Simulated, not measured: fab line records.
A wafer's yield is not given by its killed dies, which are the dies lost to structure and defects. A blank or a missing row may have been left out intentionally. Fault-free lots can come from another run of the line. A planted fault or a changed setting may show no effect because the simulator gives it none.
Struck lot and sound lot, side by side | flow gf180mcu | 20 out of 602 route steps
Sound: wafers L394.3, L394.4, L394.6. Wafers struck: L409.2, L409.3, L409.6. Last of all comes the cause.
Each step with rows lists, per side, the tool, then ch with its chambers, then its first start. Under that, the readings that differ: sound wafers | struck wafers | difference of the means | sigmas: that difference in standard deviations of wafers without a fault.
alike: same words and numbers on both sides, and readings whose means sit less than 2 such deviations apart. not compared: any withheld reading, any reading some wafer has no value for, any bound like >300 that may hide the same value, and any number with overlapping values for which the record gives no deviation.
The two part at a step that has a row with sigmas, a row that says differs or no value, or rows on one side only. Non-overlapping numbers with no deviation appear without sigmas and do not part them. A reading that every wafer of one side lacks parts them only if that side has two wafers or more.

first, 4 steps without rows for these wafers: GF_VT_IMPLANT_SOFTBAKE_03 (time 60 s); GF_VT_IMPLANT_EXPOSE_04 (exposes mask LVPWELL LV AREA, target cd 600 nm); GF_VT_IMPLANT_PEB_05; GF_VT_IMPLANT_DEVELOP_06 (develop time 60 s).
GF_VT_IMPLANT_OVL_MEAS_07:
  sound: overlay-01 at day 5 15:12; struck: overlay-02 at day 9 12:06
  alike: VT_IMPLANT_OVL
next, for these wafers, 1 step has no rows: GF_VT_IMPLANT_IMPLANT_08.
GF_VT_IMPLANT_STRIP_09: strips in O2/N2.
  sound on plasmaAsher-03 ch 0,1, day 5 15:25; struck on plasmaAsher-04 ch 0,1, day 9 12:17
  alike: chamberPressureMTorr, drypumpMotorCurrentA, heaterPowerW, oesProductAu, platenTempC, stripTimeToEndpointS
  not compared: rfHoursCounterH
GF_VT_IMPLANT_TW_MEAS_10:
  sound: filmMetro-04 at day 5 15:29; struck: filmMetro-04 at day 9 12:23
  alike: VT_IMPLANT_TW
then, 4 steps without rows for these wafers: GF_VT_IMPLANT_DEHYDRATE_11 (time 60 s); GF_VT_IMPLANT_HMDS_12 (prime time 60 s); GF_VT_IMPLANT_COAT_13 (resist thk 1000 nm); GF_VT_IMPLANT_SOFTBAKE_14 (time 60 s).
GF_VT_IMPLANT_EXPOSE_15: exposes mask Nwell LV AREA, target cd 860 nm.
  sound on ilineStepper-02 ch 0, day 5 22:00; struck on ilineStepper-02 ch 0, day 9 21:13
reading | sound                                           | struck                  | difference | sigmas
mask    | Nwell_LV_AREA#0 Nwell_LV_AREA#0 Nwell_LV_AREA#0 | MVPSD#0 MVPSD#0 MVPSD#0 | differs    | 
then, 2 steps without rows for these wafers: GF_VT_IMPLANT_PEB_16; GF_VT_IMPLANT_DEVELOP_17 (develop time 60 s).
GF_VT_IMPLANT_OVL_MEAS_18:
  sound: overlay-02 at day 6 05:27; struck: overlay-01 at day 10 05:17
reading                | sound       | struck | difference                    | sigmas
VT_IMPLANT_01_OVL (nm) | 1.8 0.2 0.0 | - - -  | no value on the struck wafers | 
next, for these wafers, 1 step has no rows: GF_VT_IMPLANT_IMPLANT_19.
GF_VT_IMPLANT_STRIP_20: strips in O2/N2.
  sound on plasmaAsher-04 ch 0,1, day 6 05:40; struck on plasmaAsher-03 ch 0,1, day 10 05:28
  alike: chamberPressureMTorr, drypumpMotorCurrentA, heaterPowerW, oesProductAu, platenTempC, stripTimeToEndpointS
  not compared: rfHoursCounterH
GF_VT_IMPLANT_TW_MEAS_21:
  sound: filmMetro-04 at day 6 05:45; struck: filmMetro-01 at day 10 05:49
reading         | sound          | struck   | difference | sigmas
VT_IMPLANT_2_TW | 1202 1203 1194 | 30 30 30 | -1170      | -97
  not compared: hold
GF_PASSIVATION_PROBE_99:
  sound wafers here have rows in the record (prober-02, day 28 20:59); struck ones have none

== WHERE THEY PART ==
At GF_VT_IMPLANT_EXPOSE_15 first; at GF_PASSIVATION_PROBE_99 last (within this record only).

WHY: whatever the simulator had introduced
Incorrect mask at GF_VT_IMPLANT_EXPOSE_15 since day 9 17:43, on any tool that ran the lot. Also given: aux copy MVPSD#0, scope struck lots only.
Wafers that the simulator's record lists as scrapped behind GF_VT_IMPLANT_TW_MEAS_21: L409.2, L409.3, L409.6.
